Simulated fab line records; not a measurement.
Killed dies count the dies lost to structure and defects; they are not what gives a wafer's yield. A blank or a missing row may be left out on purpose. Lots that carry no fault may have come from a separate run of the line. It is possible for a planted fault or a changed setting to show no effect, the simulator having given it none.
Matching of chambers	flow sky130	4 sister chambers for SKY_VIA3_CMP_02 on cmp-01
The step polishes SiO2. 24 wafers are shown with their chamber, then 12 later ones without.

## WAFERS, EACH WITH ITS CHAMBER
wafer	chamber	motorCurrentA (A)
L076.2	3	12.6
L076.3	1	12.8
L076.5	2	12.3
L077.2	2	11.8
L077.4	3	12.3
L077.5	0	13.2
L079.2	2	12.2
L079.4	3	12.5
L079.6	0	12.5
L080.2	1	11.8
L080.3	0	12.5
L080.6	1	11.7
L083.2	0	12.4
L083.3	2	11.8
L083.4	3	12.6
L087.1	1	13.0
L087.2	3	12.3
L087.4	0	12.4
L088.2	1	12.5
L088.3	2	12.1
L088.6	1	12.1
L089.1	2	11.8
L089.4	0	12.4
L089.5	0	12.3

SIGNATURES (averages over the wafers above)
reading	chamber 0	chamber 1	chamber 2	chamber 3	scatter within a chamber
motorCurrentA	12.529	12.317	12.000	12.460	0.342
Rule: a wafer's distance from a chamber is the root of the sum, over the readings, of the square of ((its reading less the chamber's mean) divided by the reading's scatter). The wafer belongs to the nearest chamber; if the next one is less than 2 further off, it can't be placed. How the scatter is found: for the shown wafers, subtract from each reading the mean of its chamber, square and add these, divide the total by (wafers less chambers), then take the root.

## WAFERS WHOSE CHAMBER IS MISSING
wafer	motorCurrentA (A)
L091.2	12.3
L091.3	11.6
L091.5	11.7
L094.1	12.3
L094.2	13.3
L094.4	12.9
L097.2	12.0
L097.5	12.9
L097.6	12.1
L096.2	12.7
L096.4	12.1
L096.6	13.2

## CHAMBER TAKEN BY EACH
wafer	from the rows above	in truth
L091.2	can't be placed: 1 or 3 or 0 or 2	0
L091.3	can't be placed: 2 or 1 or 3 or 0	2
L091.5	can't be placed: 2 or 1 or 3 or 0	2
L094.1	can't be placed: 1 or 3 or 0 or 2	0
L094.2	can't be placed: 0 or 3 or 1 or 2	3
L094.4	can't be placed: 0 or 3 or 1 or 2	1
L097.2	can't be placed: 2 or 1 or 3 or 0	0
L097.5	can't be placed: 0 or 3 or 1 or 2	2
L097.6	can't be placed: 2 or 1 or 3 or 0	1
L096.2	can't be placed: 0 or 3 or 1 or 2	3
L096.4	can't be placed: 2 or 1 or 3 or 0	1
L096.6	can't be placed: 0 or 3 or 1 or 2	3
Placed correctly: 0 of 12. Can't be placed from these rows: 12 (the true chamber is among the candidates in 12). 0 placed wrongly.
